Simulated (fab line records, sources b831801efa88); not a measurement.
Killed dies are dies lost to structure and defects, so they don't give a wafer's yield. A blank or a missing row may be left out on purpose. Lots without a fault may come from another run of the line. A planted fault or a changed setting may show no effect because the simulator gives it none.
fab line records | flow sky130
record lots=12 wafers=36 last_day=50
route steps=708 shown VIA3@593 METAL4@600 CAP2M@603 PAD_OPEN@708
lots that met no fault: from a run of the same line without faults
start_h: hours from the record's first day to the start of the lot's first wafer shown | wait_h: hours since the lot's step before | " the same as in the row above | L1.1+2: a row that stands for several wafers | - no value, or no start given | * or withheld: withheld | < > ~ a bound
route shown NAME@n: a module of which the file shows steps, and the number in the route of the first | usual: mean/standard deviation of fault-free wafers | same: alike in all rows | chamber/n: place in a boat | sites: the reading at each site | _std_site: their standard deviation | _edge_site: outer sites' mean less inner sites' | radius_mm: how far each site lies from the wafer's centre | mask NAME#n: copy n | behind: the tool/chamber that last shaped the wafer | hold: why the lot was held/for how many hours/how that ended | device: the transistor (n, p or np) that didn't switch | end of line: the same wafers' tests at the end of the route | a step without rows: its recipe alone | killed: dies lost to structure and defects at the first sort, not the wafer's yield | map: a wafer's dies, x killed, . not, _ none there
set.NAME: the setting as run; set.NAME@STEP: as run at that earlier step | model.NAME: the simulator's own value behind a step, which no gauge read
steps of the route over a sample of lots; a table a step, a row a wafer
services: from which hour (start_h, from the record's first day; less than 0 if before it) a tool's chamber was out of use, for how many hours, and why
## steps
# step SKY_VIA3_SPUTTER_20
# recipe material=TiN target_thk_nm=20 chamber_pressure_pa=5 power_w=4000 time_s=80
# usual throttle_valve_pct=30.0/0.88
# columns lot.wafer tool chamber start_h wait_h throttle_valve_pct
L427.1 pvd_sputter-03 - 939.08 0.0 29.7
L427.2 " - " " 30.8
L427.3 " - " " 27.9
L429.4 pvd_sputter-03 - 943.32 0.0 29.4
L429.5 " - " " 28.1
L429.6 " - " " 30.9
L433.2 pvd_sputter-04 - 971.67 0.0 29.7
L433.3 " - " " 29.4
L433.6 " - " " 31.8
L434.2 pvd_sputter-04 - 980.36 0.0 29.3
L434.3 " - " " 30.0
L434.4 " - " " 29.5
L437.1 pvd_sputter-03 - 1007.64 0.0 28.3
L437.3 " - " " 30.7
L437.5 " - " " 28.3
L439.1 pvd_sputter-01 - 1022.25 0.0 30.1
L439.3 " - " " 30.4
L439.5 " - " " 30.7
L443.1 pvd_sputter-01 - 1041.47 0.0 30.4
L443.2 " - " " 30.6
L443.5 " - " " 30.6
L444.2 pvd_sputter-03 - 1044.22 0.0 29.5
L444.3 " - " " 31.0
L444.6 " - " " 28.3
L445.3 pvd_sputter-01 - 1051.62 0.0 30.4
L445.4 " - " " 30.5
L445.6 " - " " 30.7
L446.2 pvd_sputter-01 - 1055.58 0.0 30.1
L446.5 " - " " 30.5
L446.6 " - " " 30.5
L449.1 pvd_sputter-01 - 1072.44 0.0 30.2
L449.2 " - " " 29.9
L449.4 " - " " 30.8
L450.2 pvd_sputter-04 - 1078.53 0.0 29.6
L450.4 " - " " 29.7
L450.6 " - " " 31.6
# step SKY_METAL4_SPUTTER_02
# recipe material=AlCu target_thk_nm=735 power_w=10600 time_s=39.1 chamber_pressure_pa=0.4
# usual throttle_valve_pct=29.2/0.89
# columns lot.wafer tool chamber start_h wait_h throttle_valve_pct
L427.1 pvd_sputter-02 - 939.80 0.0 28.6
L427.2 " - " " 28.9
L427.3 " - " " 28.6
L429.4 pvd_sputter-02 - 944.03 0.0 28.5
L429.5 " - " " 28.6
L429.6 " - " " 28.9
L433.2 pvd_sputter-02 - 972.39 0.0 28.7
L433.3 " - " " 29.0
L433.6 " - " " 28.6
L434.2 pvd_sputter-02 - 981.09 0.0 28.6
L434.3 " - " " 28.7
L434.4 " - " " 28.5
L437.1 pvd_sputter-01 - 1008.47 0.0 30.4
L437.3 " - " " 30.8
L437.5 " - " " 30.3
L439.1 pvd_sputter-03 - 1022.96 0.0 27.8
L439.3 " - " " 29.0
L439.5 " - " " 29.6
L443.1 pvd_sputter-02 - 1042.18 0.0 28.7
L443.2 " - " " 28.6
L443.5 " - " " 28.3
L444.2 pvd_sputter-03 - 1044.93 0.0 30.7
L444.3 " - " " 29.2
L444.6 " - " " 28.1
L445.3 pvd_sputter-03 - 1052.33 0.0 27.9
L445.4 " - " " 30.8
L445.6 " - " " 29.1
L446.2 pvd_sputter-02 - 1056.29 0.0 28.5
L446.5 " - " " 28.7
L446.6 " - " " 28.6
L449.1 pvd_sputter-02 - 1073.15 0.0 28.9
L449.2 " - " " 28.5
L449.4 " - " " 28.6
L450.2 pvd_sputter-01 - 1079.24 0.0 30.9
L450.4 " - " " 30.0
L450.6 " - " " 30.4
# step SKY_METAL4_SPUTTER_03
# recipe material=Ti target_thk_nm=5 power_w=3000 time_s=3.3 chamber_pressure_pa=0.4
# usual throttle_valve_pct=29.2/0.91
# columns lot.wafer tool chamber start_h wait_h throttle_valve_pct
L427.1 pvd_sputter-02 - 939.84 0.0 28.7
L427.2 " - " " 28.8
L427.3 " - " " 28.3
L429.4 pvd_sputter-02 - 944.07 0.0 28.8
L429.5 " - " " 28.4
L429.6 " - " " 28.9
L433.2 pvd_sputter-02 - 972.43 0.0 28.6
L433.3 " - " " 28.6
L433.6 " - " " 28.9
L434.2 pvd_sputter-02 - 981.13 0.0 28.6
L434.3 " - " " 28.6
L434.4 " - " " 28.2
L437.1 pvd_sputter-01 - 1008.51 0.0 30.4
L437.3 " - " " 30.7
L437.5 " - " " 30.5
L439.1 pvd_sputter-03 - 1023.00 0.0 28.0
L439.3 " - " " 29.3
L439.5 " - " " 29.8
L443.1 pvd_sputter-02 - 1042.22 0.0 28.8
L443.2 " - " " 28.7
L443.5 " - " " 28.4
L444.2 pvd_sputter-03 - 1044.97 0.0 31.0
L444.3 " - " " 29.1
L444.6 " - " " 28.0
L445.3 pvd_sputter-03 - 1052.37 0.0 28.1
L445.4 " - " " 31.0
L445.6 " - " " 29.3
L446.2 pvd_sputter-02 - 1056.33 0.0 28.6
L446.5 " - " " 28.7
L446.6 " - " " 28.9
L449.1 pvd_sputter-02 - 1073.19 0.0 28.8
L449.2 " - " " 28.3
L449.4 " - " " 28.6
L450.2 pvd_sputter-01 - 1079.28 0.0 30.8
L450.4 " - " " 30.0
L450.6 " - " " 30.4
# step SKY_CAP2M_CVD_00
# recipe material=SiO2 target_thk_nm=15.5 temp_c=400 time_s=withheld rf_w=450
# usual heater_power_w=755/84
# columns lot.wafer tool chamber start_h wait_h heater_power_w
L427.1 pecvd-03 0 939.90 0.0 624
L427.2 " 1 " " 794
L427.3 " 2 " " 849
L429.4 pecvd-02 1 944.15 0.0 650
L429.5 " 2 " " 741
L429.6 " 0 " " 764
L433.2 pecvd-03 2 972.49 0.0 852
L433.3 " 1 " " 785
L433.6 " 0 " " 580
L434.2 pecvd-02 2 981.19 0.0 617
L434.3 " 0 " " 833
L434.4 " 0 " " 811
L437.1 pecvd-03 1 1008.58 0.0 802
L437.3 " 2 " " 792
L437.5 " 0 " " 609
L439.1 pecvd-03 2 1023.07 0.0 806
L439.3 " 0 " " 633
L439.5 " 0 " " 622
L443.1 pecvd-01 1 1042.28 0.0 815
L443.2 " 2 " " 979
L443.5 " 2 " " 954
L444.2 pecvd-02 1 1045.03 0.0 768
L444.3 " 2 " " 645
L444.6 " 2 " " 638
L445.3 pecvd-01 2 1052.44 0.0 836
L445.4 " 1 " " 800
L445.6 " 0 " " 765
L446.2 pecvd-01 0 1056.40 0.0 791
L446.5 " 2 " " 917
L446.6 " 1 " " 797
L449.1 pecvd-02 2 1073.26 0.0 738
L449.2 " 1 " " 781
L449.4 " 1 " " 759
L450.2 pecvd-02 2 1079.35 0.0 706
L450.4 " 1 " " 705
L450.6 " 2 " " 708
# step SKY_CAP2M_THK_MEAS_01
# recipe reads=SiO2_of_CAP2M_CVD_00
# usual CAP2M_CVD_00_THK=15.63/0.23
# columns lot.wafer tool chamber start_h wait_h CAP2M_CVD_00_THK[nm]
L427.1 film_metro-01 - 939.92 - 15.77
L427.2 " - " " 15.62
L427.3 " - " " 15.72
L429.4 film_metro-01 - 944.19 - 15.50
L429.5 " - " " 15.32
L429.6 " - " " 15.62
L433.2 film_metro-01 - 972.52 - 15.62
L433.3 " - " " 15.71
L433.6 " - " " 15.89
L434.2 film_metro-02 - 981.22 - 15.18
L434.3 " - " " 15.18
L434.4 " - " " 15.61
L437.1 film_metro-04 - 1008.60 - 15.51
L437.3 " - " " 6.97
L437.5 " - " " 15.97
L439.1 film_metro-04 - 1023.09 - 15.81
L439.3 " - " " 7.42
L439.5 " - " " 15.95
L443.1 film_metro-01 - 1042.31 - 15.52
L443.2 " - " " 15.24
L443.5 " - " " 15.40
L444.2 film_metro-01 - 1045.07 - 15.62
L444.3 " - " " 15.55
L444.6 " - " " 15.76
L445.3 film_metro-04 - 1052.48 - 15.05
L445.4 " - " " 15.61
L445.6 " - " " 16.18
L446.2 film_metro-01 - 1056.43 - 15.80
L446.5 " - " " 15.37
L446.6 " - " " 15.71
L449.1 film_metro-02 - 1073.28 - 15.44
L449.2 " - " " 15.62
L449.4 " - " " 15.66
L450.2 film_metro-01 - 1079.38 - 15.77
L450.4 " - " " 15.84
L450.6 " - " " 15.57
# step SKY_METAL4_ETCH_17
# recipe target=SiO2 stop_on=TiN chemistry=C4F8/O2/Ar source_w=1500 bias_w=1200 pressure_mtorr=40 c4f8_flow_sccm=withheld O2_flow_sccm=6 Ar_flow_sccm=300 time_s=3.9 target_depth_a=150
# usual chamber_pressure_mTorr=40.00/0.037 oes_product_au=0.758/0.0071
# columns lot.wafer tool chamber start_h wait_h chamber_pressure_mTorr oes_product_au rf_hours_counter_h
L427.1 rie_diel-02 0 989.43 0.1 39.95 0.764 8
L427.2 " 2 " " 40.04 0.751 15
L427.3 " 3 " " 40.01 0.753 10
L429.4 rie_diel-02 1 992.78 0.0 40.03 0.758 1
L429.5 " 3 " " 40.00 0.744 -
L429.6 " 0 " " 40.00 0.762 -
L433.2 rie_diel-01 0 1020.23 0.1 40.02 0.761 2
L433.3 " 3 " " 39.98 0.761 21
L433.6 " 0 " " 40.06 0.757 -
L434.2 rie_diel-01 2 1028.06 0.1 40.00 0.748 29
L434.3 " 0 " " 40.01 0.747 2
L434.4 " 3 " " 39.98 0.751 21
L437.1 rie_diel-01 1 1053.63 0.1 40.01 0.754 26
L437.3 " 2 " " 39.98 0.553 30
L437.5 " 2 " " 39.97 0.772 -
L439.1 rie_diel-01 3 1067.68 0.1 40.00 0.758 22
L439.3 " 2 " " 40.05 0.550 30
L439.5 " 2 " " 40.03 0.762 -
L443.1 rie_diel-04 2 1085.83 0.1 40.04 0.754 27
L443.2 " 3 " " 40.02 0.742 20
L443.5 " 1 " " 39.95 0.754 -
L444.2 rie_diel-02 3 1089.01 0.1 40.04 0.761 14
L444.3 " 0 " " 39.98 0.752 11
L444.6 " 0 " " 40.00 0.766 -
L445.3 rie_diel-04 3 1096.33 0.0 40.00 0.741 20
L445.4 " 0 " " 40.01 0.753 24
L445.6 " 3 " " 40.04 0.768 -
L446.2 rie_diel-02 0 1098.93 0.1 40.03 0.761 11
L446.5 " 1 " " 39.98 0.746 -
L446.6 " 2 " " 39.96 0.757 -
L449.1 rie_diel-01 3 1115.08 0.1 40.00 0.755 23
L449.2 " 0 " " 40.02 0.759 4
L449.4 " 2 " " 40.01 0.763 0
L450.2 rie_diel-04 1 1120.66 0.1 40.04 0.766 11
L450.4 " 0 " " 39.98 0.764 25
L450.6 " 0 " " 40.03 0.745 -
# step SKY_PAD_OPEN_PROBE_99
# usual defect_limited_yield=82.3/1.9 killed_at_M0_to_M3=44/6.9 killed_at_M4_up=3.3/2.1 killed_at_contacts=24/4.8 killed_at_front_end=15/4.4 killed_at_other=0.2/0.48 killed_dies=87/9.5 killed_open=48/6.5 killed_short=39/6.3
# same gross_dies=492 killed_at_back_side=0
# columns lot.wafer tool chamber start_h wait_h defect_limited_yield[%] killed_at_M0_to_M3 killed_at_M4_up killed_at_contacts killed_at_front_end killed_at_other killed_dies killed_open killed_short
L427.1 prober-01 - 1084.53 0.1 79.7 57 4 24 15 0 100 48 52
L427.2 prober-01 - 1084.58 0.1 82.3 38 4 30 14 1 87 49 38
L427.3 prober-01 - 1084.63 0.2 81.9 53 6 18 11 1 89 41 48
L429.4 prober-01 - 1086.18 0.2 82.7 43 3 28 11 0 85 52 33
L429.5 prober-01 - 1086.23 0.2 79.5 47 3 25 26 0 101 59 42
L429.6 prober-01 - 1086.28 0.2 83.1 42 2 28 11 0 83 57 26
L433.2 prober-02 - 1111.25 0.1 80.1 44 4 25 24 1 98 52 45
L433.3 prober-02 - 1111.30 0.2 81.9 48 3 24 14 0 89 52 37
L433.6 prober-02 - 1111.45 0.2 78.9 47 2 35 18 2 104 55 47
L434.2 prober-01 - 1118.27 0.1 82.1 46 2 28 12 0 88 49 39
L434.3 prober-01 - 1118.32 0.2 83.7 42 1 19 17 1 80 50 30
L434.4 prober-01 - 1118.37 0.2 81.9 44 3 28 14 0 89 53 36
L437.1 prober-02 - 1141.04 0.1 81.9 36 3 33 16 1 89 42 47
L437.3 prober-02 - 1141.14 0.2 81.5 47 2 22 20 0 91 50 41
L437.5 prober-02 - 1141.24 0.2 81.5 50 1 21 19 0 91 51 39
L439.1 prober-02 - 1153.50 0.1 81.5 39 9 22 20 1 91 46 44
L439.3 prober-02 - 1153.60 0.2 83.3 36 2 28 16 0 82 43 39
L439.5 prober-02 - 1153.70 0.2 83.9 36 4 22 17 0 79 44 35
L443.1 prober-02 - 1168.12 0.1 83.5 45 4 23 9 0 81 41 39
L443.2 prober-02 - 1168.17 0.1 81.3 55 1 19 16 1 92 42 50
L443.5 prober-02 - 1168.32 0.2 83.1 43 5 24 11 0 83 49 33
L444.2 prober-01 - 1170.35 0.1 78.7 51 3 26 25 0 105 60 44
L444.3 prober-01 - 1170.40 0.2 79.7 47 4 28 21 0 100 59 36
L444.6 prober-01 - 1170.55 0.2 85.2 28 2 21 22 0 73 40 33
L445.3 prober-02 - 1176.62 0.2 83.1 34 5 27 17 0 83 44 39
L445.4 prober-02 - 1176.67 0.2 82.9 39 7 20 17 1 84 53 30
L445.6 prober-02 - 1176.77 0.2 80.9 53 3 21 17 0 94 48 46
L446.2 prober-01 - 1180.04 0.1 80.9 45 3 25 20 1 94 53 41
L446.5 prober-01 - 1180.19 0.2 81.5 57 2 19 13 0 91 51 40
L446.6 prober-01 - 1180.24 0.2 80.9 48 5 22 19 0 94 53 41
L449.1 prober-02 - 1191.25 0.1 83.5 42 4 21 14 0 81 46 35
L449.2 prober-02 - 1191.30 0.1 84.3 42 5 21 9 0 77 37 40
L449.4 prober-02 - 1191.40 0.2 80.7 46 2 30 17 0 95 58 37
L450.2 prober-01 - 1196.79 0.1 86.2 34 2 14 18 0 68 34 34
L450.4 prober-01 - 1196.89 0.2 85.6 34 3 22 12 0 71 45 26
L450.6 prober-01 - 1196.99 0.2 84.6 40 2 17 17 0 76 38 38
# killed by level:class
L427.1 VIA1:geometric_particle:open=12 METAL1:geometric_particle:short=8 VIA3:geometric_particle:open=7 LI_CONTACT:geometric_particle:open=6 CONTACT:geometric_particle:short=6 VIA1:geometric_particle:short=6 CONTACT:geometric_particle:open=6 METAL2:geometric_particle:short=6
L427.2 CONTACT:geometric_particle:open=12 LI_CONTACT:geometric_particle:open=10 VIA1:geometric_particle:open=9 VIA3:geometric_particle:short=6 FIELD_ISO:geometric_particle:short=4 VIA1:geometric_particle:short=4 VIA3:geometric_particle:open=4 METAL2:geometric_particle:short=4
L427.3 VIA1:geometric_particle:open=14 VIA1:geometric_particle:short=8 CONTACT:geometric_particle:open=7 METAL1:geometric_particle:short=7 METAL2:geometric_particle:short=7 FIELD_ISO:geometric_particle:short=6 LI_CONTACT:geometric_particle:open=5 VIA2:geometric_particle:open=5
L429.4 VIA1:geometric_particle:open=16 CONTACT:geometric_particle:open=11 LI_CONTACT:geometric_particle:open=7 METAL1:geometric_particle:short=7 VIA2:geometric_particle:open=6 CONTACT:geometric_particle:short=5 VIA1:geometric_particle:short=5 FIELD_ISO:geometric_particle:open=4
L429.5 VIA1:geometric_particle:open=10 CONTACT:geometric_particle:open=9 FIELD_ISO:geometric_particle:open=8 VIA3:geometric_particle:open=8 CONTACT:geometric_particle:short=7 LI_CONTACT:geometric_particle:open=6 METAL2:geometric_particle:short=6 FIELD_ISO:geometric_particle:short=5
L429.6 CONTACT:geometric_particle:open=12 LI_CONTACT:geometric_particle:open=11 VIA1:geometric_particle:open=9 VIA3:geometric_particle:open=7 VIA2:geometric_particle:open=5 CONTACT:geometric_particle:short=4 METAL1:geometric_particle:short=4 METAL2:geometric_particle:short=4
L433.2 LOCAL_INTERCONNECT:geometric_particle:short=9 VIA2:geometric_particle:open=8 CONTACT:geometric_particle:open=8 VIA1:geometric_particle:open=8 FIELD_ISO:geometric_particle:open=7 POLY_GATE:geometric_particle:open=7 VIA3:geometric_particle:open=7 VIA1:geometric_particle:short=6
L433.3 CONTACT:geometric_particle:open=11 VIA3:geometric_particle:open=11 VIA1:geometric_particle:open=11 METAL1:geometric_particle:short=8 POLY_GATE:geometric_particle:open=7 METAL2:geometric_particle:short=7 LI_CONTACT:geometric_particle:open=4 CONTACT:geometric_particle:short=4
L433.6 LI_CONTACT:geometric_particle:open=11 VIA1:geometric_particle:open=9 LOCAL_INTERCONNECT:geometric_particle:short=8 METAL2:geometric_particle:short=8 VIA2:geometric_particle:open=7 CONTACT:geometric_particle:open=6 VIA3:geometric_particle:open=6 CONTACT:geometric_particle:short=5
L434.2 CONTACT:geometric_particle:open=16 VIA1:geometric_particle:open=11 METAL1:geometric_particle:short=10 CONTACT:geometric_particle:short=6 VIA3:geometric_particle:short=5 FIELD_ISO:geometric_particle:short=4 POLY_GATE:geometric_particle:open=4 VIA1:geometric_particle:short=4
L434.3 VIA1:geometric_particle:open=12 VIA2:geometric_particle:open=11 CONTACT:geometric_particle:open=6 METAL2:geometric_particle:short=6 CONTACT:geometric_particle:short=5 VIA3:geometric_particle:open=5 POLY_GATE:geometric_particle:short=4 LI_CONTACT:geometric_particle:open=4
L434.4 CONTACT:geometric_particle:open=12 VIA1:geometric_particle:open=12 METAL1:geometric_particle:short=9 LI_CONTACT:geometric_particle:open=6 VIA2:geometric_particle:open=6 FIELD_ISO:geometric_particle:open=4 CONTACT:geometric_particle:short=4 METAL2:geometric_particle:short=4
L437.1 CONTACT:geometric_particle:open=14 LOCAL_INTERCONNECT:geometric_particle:short=7 VIA1:geometric_particle:short=7 VIA2:geometric_particle:open=6 METAL1:geometric_particle:short=6 LI_CONTACT:geometric_particle:open=5 CONTACT:geometric_particle:short=5 FIELD_ISO:geometric_particle:open=4
L437.3 VIA3:geometric_particle:open=9 VIA1:geometric_particle:open=9 VIA1:geometric_particle:short=8 LOCAL_INTERCONNECT:geometric_particle:short=7 CONTACT:geometric_particle:open=7 POLY_GATE:geometric_particle:open=6 FIELD_ISO:geometric_particle:short=5 FIELD_ISO:geometric_particle:open=4
L437.5 VIA1:geometric_particle:open=13 VIA2:geometric_particle:open=8 FIELD_ISO:geometric_particle:open=6 LI_CONTACT:geometric_particle:open=6 VIA2:geometric_particle:short=6 VIA3:geometric_particle:open=6 FIELD_ISO:geometric_particle:short=5 METAL1:geometric_particle:short=5
L439.1 VIA1:geometric_particle:open=11 LI_CONTACT:geometric_particle:open=8 FIELD_ISO:geometric_particle:short=7 CONTACT:geometric_particle:open=7 METAL4:geometric_particle:short=7 FIELD_ISO:geometric_particle:open=6 METAL2:geometric_particle:short=6 METAL1:geometric_particle:short=6
L439.3 CONTACT:geometric_particle:open=11 VIA1:geometric_particle:open=10 FIELD_ISO:geometric_particle:short=8 LI_CONTACT:geometric_particle:open=6 METAL1:geometric_particle:short=6 CONTACT:geometric_particle:short=5 FIELD_ISO:geometric_particle:open=4 VIA1:geometric_particle:short=4
L439.5 VIA2:geometric_particle:open=10 VIA1:geometric_particle:open=9 CONTACT:geometric_particle:open=8 FIELD_ISO:geometric_particle:short=6 LOCAL_INTERCONNECT:geometric_particle:short=6 VIA3:geometric_particle:open=6 CONTACT:geometric_particle:short=4 FIELD_ISO:geometric_particle:open=3
L443.1 CONTACT:geometric_particle:open=9 VIA3:geometric_particle:open=8 VIA1:geometric_particle:open=8 FIELD_ISO:geometric_particle:short=5 LI_CONTACT:geometric_particle:open=5 METAL1:geometric_particle:short=5 METAL3:geometric_particle:short=5 METAL4:geometric_particle:short=4
L443.2 VIA1:geometric_particle:short=12 METAL1:geometric_particle:short=10 VIA2:geometric_particle:open=8 VIA3:geometric_particle:open=8 POLY_GATE:geometric_particle:short=6 CONTACT:geometric_particle:short=6 FIELD_ISO:geometric_particle:open=5 LI_CONTACT:geometric_particle:open=5
L443.5 CONTACT:geometric_particle:open=8 METAL1:geometric_particle:short=8 LI_CONTACT:geometric_particle:open=7 VIA2:geometric_particle:open=7 VIA3:geometric_particle:open=7 VIA1:geometric_particle:open=6 CONTACT:geometric_particle:short=4 METAL2:geometric_particle:short=4
L444.2 VIA2:geometric_particle:open=14 VIA1:geometric_particle:open=11 LI_CONTACT:geometric_particle:open=9 METAL1:geometric_particle:short=7 FIELD_ISO:geometric_particle:open=6 POLY_GATE:geometric_particle:open=6 VIA2:geometric_particle:short=6 LOCAL_INTERCONNECT:geometric_particle:short=6
L444.3 VIA1:geometric_particle:short=9 LI_CONTACT:geometric_particle:open=9 VIA3:geometric_particle:open=9 VIA1:geometric_particle:open=8 CONTACT:geometric_particle:open=8 FIELD_ISO:geometric_particle:open=7 VIA2:geometric_particle:open=6 POLY_GATE:geometric_particle:open=6
L444.6 CONTACT:geometric_particle:open=9 VIA2:geometric_particle:open=7 POLY_GATE:geometric_particle:short=6 VIA1:geometric_particle:open=6 FIELD_ISO:geometric_particle:short=5 CONTACT:geometric_particle:short=5 METAL1:geometric_particle:short=5 FIELD_ISO:geometric_particle:open=4
L445.3 CONTACT:geometric_particle:open=10 CONTACT:geometric_particle:short=9 VIA2:geometric_particle:open=7 METAL2:geometric_particle:short=6 FIELD_ISO:geometric_particle:open=5 VIA1:geometric_particle:open=5 METAL1:geometric_particle:short=5 POLY_GATE:geometric_particle:short=4
L445.4 VIA1:geometric_particle:open=11 CONTACT:geometric_particle:open=7 POLY_GATE:geometric_particle:open=6 VIA2:geometric_particle:open=6 FIELD_ISO:geometric_particle:open=5 LOCAL_INTERCONNECT:geometric_particle:short=5 VIA3:geometric_particle:open=5 LI_CONTACT:geometric_particle:open=4
L445.6 VIA2:geometric_particle:open=10 CONTACT:geometric_particle:open=8 VIA1:geometric_particle:open=8 METAL1:geometric_particle:short=7 VIA3:geometric_particle:open=7 FIELD_ISO:geometric_particle:open=6 VIA3:geometric_particle:short=6 CONTACT:geometric_particle:short=5
L446.2 CONTACT:geometric_particle:open=12 VIA1:geometric_particle:open=12 VIA2:geometric_particle:open=7 FIELD_ISO:geometric_particle:short=6 POLY_GATE:geometric_particle:short=5 VIA2:geometric_particle:short=5 POLY_GATE:geometric_particle:open=4 VIA3:geometric_particle:open=4
L446.5 VIA1:geometric_particle:open=15 VIA2:geometric_particle:open=8 VIA1:geometric_particle:short=7 LI_CONTACT:geometric_particle:open=7 METAL2:geometric_particle:short=7 METAL1:geometric_particle:short=6 CONTACT:geometric_particle:short=6 VIA3:geometric_particle:open=6
L446.6 VIA3:geometric_particle:open=12 CONTACT:geometric_particle:open=10 VIA1:geometric_particle:open=10 VIA1:geometric_particle:short=9 LI_CONTACT:geometric_particle:open=6 FIELD_ISO:geometric_particle:open=4 POLY_GATE:geometric_particle:open=4 POLY_GATE:geometric_particle:short=4
L449.1 VIA1:geometric_particle:open=9 CONTACT:geometric_particle:open=7 VIA3:geometric_particle:open=6 VIA2:geometric_particle:open=6 LI_CONTACT:geometric_particle:open=6 LOCAL_INTERCONNECT:geometric_particle:short=4 VIA1:geometric_particle:short=4 FIELD_ISO:geometric_particle:open=3
L449.2 VIA1:geometric_particle:open=9 METAL2:geometric_particle:short=5 LI_CONTACT:geometric_particle:short=5 LOCAL_INTERCONNECT:geometric_particle:short=5 CONTACT:geometric_particle:open=5 METAL3:geometric_particle:short=5 METAL4:geometric_particle:short=5 LI_CONTACT:geometric_particle:open=4
L449.4 LI_CONTACT:geometric_particle:open=14 VIA1:geometric_particle:open=12 CONTACT:geometric_particle:open=7 VIA1:geometric_particle:short=6 POLY_GATE:geometric_particle:open=5 FIELD_ISO:geometric_particle:open=4 METAL1:geometric_particle:short=4 VIA2:geometric_particle:short=4
L450.2 VIA1:geometric_particle:open=10 CONTACT:geometric_particle:open=7 METAL2:geometric_particle:short=6 VIA3:geometric_particle:open=5 POLY_GATE:geometric_particle:short=4 POLY_GATE:geometric_particle:open=4 CONTACT:geometric_particle:short=4 VIA1:geometric_particle:short=4
L450.4 CONTACT:geometric_particle:open=12 VIA1:geometric_particle:open=11 VIA2:geometric_particle:open=6 VIA1:geometric_particle:short=4 FIELD_ISO:geometric_particle:open=3 CONTACT:geometric_particle:short=3 POLY_GATE:geometric_particle:open=3 SPACER:geometric_particle:open=3
L450.6 VIA1:geometric_particle:open=14 CONTACT:geometric_particle:open=7 VIA1:geometric_particle:short=5 FIELD_ISO:geometric_particle:short=4 POLY_GATE:geometric_particle:open=4 CONTACT:geometric_particle:short=4 METAL2:geometric_particle:short=4 VIA2:geometric_particle:open=4
## services
# columns tool chamber start_h hours kind
pvd_sputter-01 - 917.61 70.1 repair
rie_diel-01 2 926.76 5.8 repair
rie_diel-01 1 927.84 7.1 repair
pvd_sputter-04 - 931.62 4.3 repair
rie_diel-04 3 940.00 16.2 repair
pecvd-03 - 943.70 0.3 repair
rie_diel-04 1 944.27 45.8 repair
pecvd-02 2 949.10 2.3 repair
pvd_sputter-02 - 960.08 1.2 repair
rie_diel-04 - 960.90 0.2 repair
pvd_sputter-03 - 969.41 24.1 repair
rie_diel-02 0 970.01 13.3 repair
pvd_sputter-02 - 974.01 4.9 repair
pecvd-03 0 985.48 8.2 repair
pecvd-02 - 987.38 1.4 repair
rie_diel-01 1 995.48 9.3 repair
pvd_sputter-01 - 1005.04 1.1 repair
rie_diel-01 2 1015.28 5.0 repair
pecvd-02 2 1015.77 15.5 repair
rie_diel-02 0 1071.73 5.4 repair
rie_diel-01 - 1083.40 28.1 pm
pecvd-02 - 1098.35 0.6 repair
pvd_sputter-01 - 1114.84 2.6 repair
pvd_sputter-03 - 1115.12 3.4 repair
## key
first_sign step=SKY_CAP2M_THK_MEAS_01 reading=CAP2M_CVD_00_THK direction=down sigmas=36 usual=15.63 struck=7.19
effect step=SKY_METAL4_ETCH_17 reading=oes_product_au direction=down sigmas=29 usual=0.758 struck=0.551
met_at SKY_CAP2M_CVD_00
struck_lots L437,L439
struck_wafers L437.3,L439.3
not_acting_at SKY_VIA3_SPUTTER_20,SKY_METAL4_SPUTTER_02,SKY_METAL4_SPUTTER_03
onset_between 972.49 1008.58
fault kind=process_parameter_drift tool=pecvd-03 chamber=- onset_h=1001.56 steps=SKY_CAP2M_CVD_00 channel=target_thk_nm offset=-8.6028 shape=step end_h=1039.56 scope=struck_wafers_only acts_in=these_recipes_only stated=15.5
